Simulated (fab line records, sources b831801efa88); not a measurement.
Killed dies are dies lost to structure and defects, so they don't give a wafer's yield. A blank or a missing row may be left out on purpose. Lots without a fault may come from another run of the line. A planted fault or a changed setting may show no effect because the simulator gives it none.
Which tool did it? | flow gf180mcu | 11 lots, 33 wafers sampled, at 3 steps of a route of 602

WHAT THE GAUGES READ, wafer by wafer
GF_M3_OVL_MEAS_15.
lot  | measured     | on         | M3_OVL (nm)
L920 | day 21 03:32 | overlay-02 | 1 -3 -2
L922 | day 22 05:17 | overlay-02 | 3 -4 -7
L923 | day 22 14:29 | overlay-01 | 1 4 3
L927 | day 24 00:58 | overlay-02 | 2 -5 -4
L928 | day 24 07:41 | overlay-02 | 4 -2 -6
L932 | day 25 13:47 | overlay-02 | -9 -6 -4
L935 | day 26 13:58 | overlay-01 | 2 2 1
L936 | day 26 18:53 | overlay-02 | -10 -5 -8
L939 | day 28 00:10 | overlay-02 | -1 3 -3
L940 | day 28 03:19 | overlay-02 | 0 0 -2
L942 | day 28 09:43 | overlay-01 | -9 0 -2

WHICH TOOL RAN EACH LOT (tool, then ch and the chambers of the sampled wafers, then the start)
lot  | GF_M2_STRIP_17                       | GF_V2_SPUTTER_22
L920 | plasma_asher-04 ch 0,1, day 19 00:29 | pvd_sputter-03, day 20 02:35
L922 | plasma_asher-01 ch 0,1, day 20 03:11 | pvd_sputter-01, day 21 04:58
L923 | plasma_asher-04 ch 0,1, day 20 12:26 | pvd_sputter-04, day 21 14:16
L927 | plasma_asher-03 ch 1, day 22 01:16   | pvd_sputter-01, day 23 01:57
L928 | plasma_asher-04 ch 0, day 22 06:58   | pvd_sputter-04, day 23 08:16
L932 | plasma_asher-04 ch 0,1, day 23 14:45 | pvd_sputter-01, day 24 15:10
L935 | plasma_asher-03 ch 0,1, day 24 15:14 | pvd_sputter-01, day 25 15:36
L936 | plasma_asher-03 ch 0,1, day 24 21:34 | pvd_sputter-04, day 25 21:39
L939 | plasma_asher-04 ch 0,1, day 26 04:02 | pvd_sputter-03, day 27 02:52
L940 | plasma_asher-04 ch 1, day 26 07:52   | pvd_sputter-01, day 27 06:28
L942 | plasma_asher-04 ch 0,1, day 26 14:40 | pvd_sputter-03, day 27 13:22
- GF_M2_STRIP_17: strips in O2/N2.
- GF_V2_SPUTTER_22: material TiN, target thk 10 nm, time 40 s.

THE ANSWER, worked out from the rows above alone
Rule: what is usual is taken from the lots themselves. Put in order of their means at a reading, lots are off if they are a third of the lots or fewer, leave a main group of 4 or more, and stand apart from it by a gap of 3 or more times the standard deviation of the main group's means; of several such gaps the widest counts. A main group whose means are all the same, to the digits that the tables above print for the reading, isn't used. A lot without any number at a reading at which 4 lots or more have one is off too. The other lots that the step has rows for count as sound.
No lot is off at any reading shown: from this, nothing can be told.

WHAT THE SIMULATOR HAD PUT IN
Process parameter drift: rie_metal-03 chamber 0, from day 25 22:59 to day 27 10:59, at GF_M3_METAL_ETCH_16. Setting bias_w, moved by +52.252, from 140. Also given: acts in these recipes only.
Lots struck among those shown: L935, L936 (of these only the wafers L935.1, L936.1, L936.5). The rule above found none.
